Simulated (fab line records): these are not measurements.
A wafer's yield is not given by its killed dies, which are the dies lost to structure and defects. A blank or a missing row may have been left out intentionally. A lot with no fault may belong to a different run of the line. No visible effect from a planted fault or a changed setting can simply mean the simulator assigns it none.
What tool caused it?    flow gf180mcu    13 lots, 38 wafers sampled, at 5 steps of a route of 602

== WHAT THE GAUGES READ, wafer by wafer ==
GF_NWELL_OVL_MEAS_07. Usual: for NWELL_OVL the level is 0.1 nm and the standard deviation is 1.4.
lot   measured     on          NWELL_OVL (nm)  flag
L608  day 3 09:58  overlay-01  0.8 0.1 0.0     
L609  day 3 11:52  overlay-02  1.4 3.8 3.1     
L610  day 3 19:36  overlay-01  -0.7 0.3 0.5    
L611  day 3 23:41  overlay-01  -1.2 -3.1 -2.7  
L612  day 4 04:43  overlay-02  0.4 1.7 2.3     
L618  day 5 18:13  overlay-02  1.8 -2.6        
L621  day 6 14:02  overlay-01  1.7 1.2 0.1     
L624  day 7 06:20  overlay-01  1.1 -0.2 1.6    
L625  day 7 07:14  overlay-02  0.4 -1.7 0.6    
L627  day 7 15:28  overlay-02  0.1 0.0 2.1     
L629  day 8 01:01  overlay-01  1.2 1.4 1.9     
L630  day 8 07:28  overlay-01  0.9 1.4 -0.1    
L631  day 8 15:55  overlay-01  -1.4 -0.7 -0.7  

GF_NWELL_TW_MEAS_11. Usual: for NWELL_TW the level is 1577 and the standard deviation is 7.5.
lot   measured     on            NWELL_TW        flag
L608  day 3 10:24  filmMetro-01  1576 1582 1578  
L609  day 3 12:18  filmMetro-02  1583 1576 1584  
L610  day 3 20:02  filmMetro-01  1573 1574 1578  
L611  day 4 00:07  filmMetro-02  1568 1571 1569  
L612  day 4 05:10  filmMetro-04  1594 1596 1584  
L618  day 5 18:40  filmMetro-04  1583 1586       
L621  day 6 18:56  filmMetro-04  1568 1571 1572  
L624  day 7 06:49  filmMetro-01  1579 1576 1578  
L625  day 7 07:41  filmMetro-01  1581 1581 1584  
L627  day 7 15:54  filmMetro-02  1567 1567 1559  
L629  day 8 01:27  filmMetro-01  1580 1577 1578  
L630  day 8 07:54  filmMetro-04  1567 1575 1583  
L631  day 8 16:22  filmMetro-04  1584 1581 1576  

== WHICH TOOL RAN EACH LOT (tool, then ch and the chambers of the sampled wafers, then the start) ==
lot   GF_STI_ETCH_13                    GF_STI_STRIP_15                     GF_DNWELL_STRIP_08
L608  rieDiel-01 ch 1,3, day 2 04:25    plasmaAsher-03 ch 1, day 2 04:34    plasmaAsher-03 ch 0,1, day 2 20:26
L609  rieDiel-03 ch 1,2,3, day 2 06:19  plasmaAsher-03 ch 0,1, day 2 06:28  plasmaAsher-03 ch 0,1, day 2 23:17
L610  rieDiel-03 ch 0,2,3, day 2 13:50  plasmaAsher-04 ch 0,1, day 2 13:59  plasmaAsher-02 ch 0,1, day 3 06:32
L611  rieDiel-03 ch 0,1, day 2 17:36    plasmaAsher-04 ch 0,1, day 2 17:45  plasmaAsher-03 ch 0,1, day 3 10:35
L612  rieDiel-03 ch 0,1, day 2 21:43    plasmaAsher-02 ch 0,1, day 2 21:52  plasmaAsher-02 ch 0,1, day 3 15:56
L618  rieDiel-03 ch 1,3, day 4 05:10    plasmaAsher-02 ch 0,1, day 4 05:21  plasmaAsher-02 ch 0,1, day 5 04:04
L621  rieDiel-04 ch 0,1,3, day 4 23:37  plasmaAsher-04 ch 0,1, day 4 23:46  plasmaAsher-03 ch 0,1, day 5 23:07
L624  rieDiel-04 ch 0,1,2, day 5 19:49  plasmaAsher-03 ch 0,1, day 5 20:00  plasmaAsher-02 ch 0,1, day 6 14:29
L625  rieDiel-01 ch 0,1, day 5 20:35    plasmaAsher-03 ch 0,1, day 5 20:44  plasmaAsher-01 ch 0,1, day 6 16:22
L627  rieDiel-04 ch 0,3, day 6 04:07    plasmaAsher-04 ch 0,1, day 6 04:18  plasmaAsher-03 ch 0,1, day 7 00:00
L629  rieDiel-04 ch 1,2,3, day 6 14:04  plasmaAsher-03 ch 0,1, day 6 14:13  plasmaAsher-01 ch 0,1, day 7 09:37
L630  rieDiel-04 ch 0,3, day 6 18:42    plasmaAsher-02 ch 0,1, day 6 18:51  plasmaAsher-03 ch 0, day 7 15:14
L631  rieDiel-04 ch 0,1,3, day 7 00:54  plasmaAsher-04 ch 0,1, day 7 01:03  plasmaAsher-01 ch 0,1, day 7 23:17
- GF_STI_ETCH_13: etches the open film in CHF3/O2, stops on Si, target depth 282.31 nm, time 112.9 s.
- GF_STI_STRIP_15: strips in O2/N2.
- GF_DNWELL_STRIP_08: strips in O2/N2.

== WHAT THE TOOLS THEMSELVES READ (means of the sampled wafers that have a number; where no wafer has one, the mark that the record gives instead) ==
GF_STI_ETCH_13. Usual: drypumpMotorCurrentA 5.7 A, standard deviation 0.42; oesProductAu 0.833 a.u., standard deviation 0.0061; throttleValvePct 8.810 %, standard deviation 0.0097.
lot   tool        drypumpMotorCurrentA (A)  oesProductAu (a.u.)  throttleValvePct (%)  flag
L608  rieDiel-01  5.8                       0.825                8.816                 
L609  rieDiel-03  5.5                       0.823                8.811                 
L610  rieDiel-03  5.8                       0.834                8.814                 
L611  rieDiel-03  5.8                       0.836                8.811                 
L612  rieDiel-03  5.8                       0.837                8.810                 
L618  rieDiel-03  5.4                       0.827                8.820                 
L621  rieDiel-04  5.3                       0.828                8.812                 
L624  rieDiel-04  5.7                       0.827                8.805                 
L625  rieDiel-01  5.6                       0.826                8.802                 
L627  rieDiel-04  5.3                       0.834                8.822                 
L629  rieDiel-04  5.5                       0.830                8.806                 
L630  rieDiel-04  5.3                       0.841                8.815                 
L631  rieDiel-04  5.3                       0.841                8.817                 

GF_STI_STRIP_15. Usual: drypumpMotorCurrentA 5.3 A, standard deviation 0.58; heaterPowerW 347 W, standard deviation 37; oesProductAu 0.385 a.u., standard deviation 0.0049; stripTimeToEndpointS 3.75 s, standard deviation 0.043.
lot   tool            drypumpMotorCurrentA (A)  heaterPowerW (W)  oesProductAu (a.u.)  stripTimeToEndpointS (s)  flag
L608  plasmaAsher-03  4.8                       367               0.384                3.73                      
L609  plasmaAsher-03  4.8                       389               0.381                3.69                      
L610  plasmaAsher-04  5.2                       307               0.380                3.76                      
L611  plasmaAsher-04  5.3                       310               0.366                3.33                      OFF
L612  plasmaAsher-02  6.4                       328               0.363                3.05                      OFF
L618  plasmaAsher-02  6.3                       323               0.368                3.20                      OFF
L621  plasmaAsher-04  5.2                       301               0.386                3.75                      
L624  plasmaAsher-03  4.8                       377               0.383                3.76                      
L625  plasmaAsher-03  4.8                       391               0.387                3.74                      
L627  plasmaAsher-04  5.3                       306               0.387                3.77                      
L629  plasmaAsher-03  4.8                       373               0.387                3.74                      
L630  plasmaAsher-02  6.4                       343               0.382                3.75                      
L631  plasmaAsher-04  5.2                       305               0.385                3.79                      

GF_DNWELL_STRIP_08. Usual: drypumpMotorCurrentA 5.5 A, standard deviation 0.56; heaterPowerW 356 W, standard deviation 37; oesProductAu 0.723 a.u., standard deviation 0.0046; stripTimeToEndpointS 36.99 s, standard deviation 0.11.
lot   tool            drypumpMotorCurrentA (A)  heaterPowerW (W)  oesProductAu (a.u.)  stripTimeToEndpointS (s)  flag
L608  plasmaAsher-03  4.8                       376               0.723                37.04                     
L609  plasmaAsher-03  4.8                       376               0.721                37.05                     
L610  plasmaAsher-02  6.3                       324               0.725                36.84                     
L611  plasmaAsher-03  4.8                       375               0.721                37.11                     
L612  plasmaAsher-02  6.3                       322               0.721                37.05                     
L618  plasmaAsher-02  6.3                       322               0.722                36.84                     
L621  plasmaAsher-03  4.8                       379               0.719                36.94                     
L624  plasmaAsher-02  6.3                       341               0.720                37.07                     
L625  plasmaAsher-01  5.6                       366               0.721                37.06                     
L627  plasmaAsher-03  4.8                       383               0.719                36.90                     
L629  plasmaAsher-01  5.6                       334               0.725                37.04                     
L630  plasmaAsher-03  4.8                       394               0.724                37.15                     
L631  plasmaAsher-01  5.6                       334               0.722                36.96                     

== THE ANSWER, worked out from the rows above alone ==
Rule: a lot counts as off when the mean over its wafers that have a number is more than 3 standard deviations away from the usual mean. Also off: a lot with no number at a reading for which 4 or more lots have one. Where the step has rows for the other lots, those lots are counted as sound. First the gauges in route order, then the tools' own readings, where a lot's mean is used as printed above. At the first step where some lot is off, the reading lying furthest off is the one used; lots without a number count as furthest.
Off at GF_STI_STRIP_15 (stripTimeToEndpointS): L611, L612, L618.
If a tool, at that step or one of the process steps before it, ran each lot that is off and ran no sound lot following the first of them, it fits. One candidate fits, namely rieDiel-03 at GF_STI_ETCH_13. Its last sound lot is L610 (day 2 13:50), its first lot that is off L611 (day 2 17:36): a fault that began between those two fits.

== WHAT THE SIMULATOR HAD PUT IN ==
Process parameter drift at GF_STI_ETCH_13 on rieDiel-03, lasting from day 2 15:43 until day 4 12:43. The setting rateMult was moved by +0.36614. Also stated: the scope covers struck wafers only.
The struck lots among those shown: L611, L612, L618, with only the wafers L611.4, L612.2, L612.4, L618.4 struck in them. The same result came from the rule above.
